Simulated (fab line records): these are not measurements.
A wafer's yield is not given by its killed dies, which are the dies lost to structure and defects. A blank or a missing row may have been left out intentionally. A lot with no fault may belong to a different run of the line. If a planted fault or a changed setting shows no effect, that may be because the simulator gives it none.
Which tool is to blame?    flow gf180mcu    6 lots, 17 wafers sampled, at 4 steps of a route of 602

== WHAT THE GAUGES SHOWED, per wafer ==
GF_MIM_THK_MEAS_06.
lot   measured      on             MIM_CVD_05_THK (nm)
L725  day 25 04:22  film metro-03  41.3 43.3 41.8
L727  day 26 02:25  film metro-01  41.3 42.0 41.7
L731  day 27 07:41  film metro-02  41.3 65.7
L740  day 29 18:22  film metro-03  41.9 42.3 42.5
L742  day 30 08:38  film metro-01  41.9 41.3 41.7
L744  day 31 05:37  film metro-02  41.7 40.8 42.1

== TOOL THAT RAN EACH LOT (tool first, then ch and the chambers of the sampled wafers, then the start) ==
lot   GF_V4_STRIP_18                        GF_MIM_SPUTTER_02             GF_MIM_CVD_05
L725  plasma asher-02 ch 0,1, day 25 02:53  pvd sputter-04, day 25 04:14  pecvd-04 ch 0,1, day 25 04:20
L727  plasma asher-02 ch 0, day 26 00:56    pvd sputter-02, day 26 02:17  pecvd-04 ch 1,2, day 26 02:23
L731  plasma asher-02 ch 0,1, day 27 06:13  pvd sputter-01, day 27 07:34  pecvd-04 ch 1,2, day 27 07:40
L740  plasma asher-04 ch 0,1, day 29 16:53  pvd sputter-01, day 29 18:14  pecvd-02 ch 1,2, day 29 18:20
L742  plasma asher-03 ch 0,1, day 30 07:07  pvd sputter-04, day 30 08:30  pecvd-02 ch 1,2, day 30 08:35
L744  plasma asher-02 ch 0,1, day 31 04:05  pvd sputter-01, day 31 05:29  pecvd-04 ch 0,1, day 31 05:34
- GF_V4_STRIP_18: strips in O2/N2.
- GF_MIM_SPUTTER_02: material AlCu, target thk 450 nm, time 23.9 s.
- GF_MIM_CVD_05: deposits Si3N4, target thk 42 nm, time 29.086 s.

== THE ANSWER, worked out from the rows above alone ==
Rule: usual is defined by the lots themselves. The widest of any qualifying gaps counts: lots, ordered by their means at a reading, are off when they make up no more than a third of the lots, leave a main group of 4 or more, and stand apart from it by 3 or more times the standard deviation of that group's means. If all means in a main group match to the digits the tables above print for the reading, that group is not used. A lot without any number at a reading at which 4 lots or more have one is off too. Where the step has rows for the other lots, those lots are counted as sound.
Off: at GF_MIM_THK_MEAS_06 (MIM_CVD_05_THK), L731. The main group has a mean of 41.8 nm with a standard deviation of 0.29.
A tool fits if, at a process step before that reading, it ran every lot that is off, and no sound lot after the first of them. Those tools and the gauges at GF_MIM_THK_MEAS_06 are tried in the same way. None of those tried fits.

== WHAT THE SIMULATOR HAD INSERTED ==
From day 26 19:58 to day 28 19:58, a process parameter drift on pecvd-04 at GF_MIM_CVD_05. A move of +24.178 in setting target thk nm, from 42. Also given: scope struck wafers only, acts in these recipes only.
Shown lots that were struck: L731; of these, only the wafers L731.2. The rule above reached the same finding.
